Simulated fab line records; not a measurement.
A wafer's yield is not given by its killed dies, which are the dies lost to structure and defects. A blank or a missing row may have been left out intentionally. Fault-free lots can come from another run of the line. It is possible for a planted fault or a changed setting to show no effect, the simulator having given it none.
Which tool did it? | flow sky130 | 7 lots (20 wafers sampled), 1 step of a 708-step route

## WHAT THE GAUGES READ, wafer by wafer
SKY_VT_ADJUST_HVTR_OVL_MEAS_08.
lot  | measured     | on         | VT_ADJUST_HVTR_OVL (nm)
L785 | day 9 21:09  | overlay-02 | -0.4 -0.4 -0.1
L787 | day 10 11:11 | overlay-02 | 1.7 0.6 1.5
L789 | day 11 14:30 | overlay-02 | 3.7 2.5 1.2
L792 | day 12 17:12 | overlay-02 | 0.5 1.4 0.4
L793 | day 12 21:11 | overlay-02 | 2.0 -0.6 1.3
L796 | day 14 05:59 | overlay-02 | 0.4 2.1 1.7
L800 | day 14 20:18 | overlay-02 | -0.7 -0.3

## WHICH TOOL RAN EACH LOT (tool, then ch and the chambers of the sampled wafers, then the start)
The record shows no process step preceding these readings.

## THE ANSWER, worked out from the rows above alone
Rule: the usual values come from the lots themselves. The widest of any qualifying gaps counts: lots, ordered by their means at a reading, are off when they make up no more than a third of the lots, leave a main group of 4 or more, and stand apart from it by 3 or more times the standard deviation of that group's means. Not used: any main group whose means are identical at the precision the tables above print for the reading. A lot without any number at a reading at which 4 lots or more have one is off too. Where the step has rows for the other lots, those lots are counted as sound.
No lot is off on any of the readings shown, so nothing can be concluded from this.

## WHAT HAD BEEN PUT IN BY THE SIMULATOR
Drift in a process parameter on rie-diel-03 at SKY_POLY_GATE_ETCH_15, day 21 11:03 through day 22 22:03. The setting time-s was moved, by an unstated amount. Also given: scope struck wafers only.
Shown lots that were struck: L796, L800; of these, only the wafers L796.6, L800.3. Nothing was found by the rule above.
